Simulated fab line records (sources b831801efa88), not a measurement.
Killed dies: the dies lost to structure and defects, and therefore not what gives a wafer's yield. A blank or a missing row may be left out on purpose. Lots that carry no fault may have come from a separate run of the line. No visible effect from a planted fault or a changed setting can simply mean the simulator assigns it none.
2 desks looking at one fault | flow sky130 | each desk holds nothing but its own numbers, with what lay behind them at the end

## THE TOOL OWNER'S DESK: ilineStepper-01
The tool's own readings at SKY_NWELL_EXPOSE_07 (exposes mask NWM, target cd 840 nm): means of the sampled wafers that have a number, for each lot that ran on this tool. The brackets show how far a lot's mean lies from the usual mean; more than 4 standard deviations puts the lot out of limits, marked OUT.
Columns: A = exposureDoseMJCm2 at SKY_NWELL_EXPOSE_07, usual 255.11
lot  | first seen here | A
L991 | day 5 15:11     | 254.62
L995 | day 6 11:41     | 288.06 (+99 or more) OUT
L997 | day 7 04:56     | 288.06 (+99 or more) OUT
L999 | day 7 12:27     | 288.19 (+99 or more) OUT
Finding of this desk: L995, L997, L999 out of limits; the first was L995 at day 6 11:41, on exposureDoseMJCm2 at SKY_NWELL_EXPOSE_07. L991: within limits.

## FROM THE METROLOGY DESK
Means of the sampled wafers that have a number, per lot and without regard to the tool the lot ran on: this is what the gauges read. The brackets show how far a lot's mean lies from the usual mean; more than 4 standard deviations puts the lot out of limits, marked OUT.
Columns: A = PWDE_OVL at SKY_PWDE_OVL_MEAS_07, usual 1.2 nm; B = PWDE_TW at SKY_PWDE_TW_MEAS_10, usual 374.4
lot  | first seen here | A    | B
L991 | day 5 05:52     | 2.5  | 372.0
L994 | day 5 21:06     | -1.2 | 377.9
L995 | day 6 01:54     | 3.4  | 375.9
L997 | day 6 18:48     | 2.0  | 376.9
L999 | day 7 02:21     | 0.5  | 372.3
L101 | day 7 13:40     | 0.9  | 373.3
L104 | day 8 05:54     | 2.0  | 376.0
This desk found nothing out of limits on any of the 7 lots.

## ALL TOGETHER
On L995, L997, L999, at day 6 11:41, an alarm was possible from the tool owner's desk.
The metrology desk saw nothing out of limits.
The metrology desk holds a record of L995, L997, L999, inside its limits.
On ilineStepper-01, each named lot ran SKY_NWELL_EXPOSE_07.

## WHAT THE SIMULATOR HAD INSERTED
Process parameter drift: ilineStepper-01, from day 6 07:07 on, at SKY_NWELL_EXPOSE_07. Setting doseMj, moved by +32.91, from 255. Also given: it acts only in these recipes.
Lots struck among those shown: L995, L997, L999.
How many hours passed from the start of the fault until each desk's first out-of-limits reading: the tool owner's desk, 5.
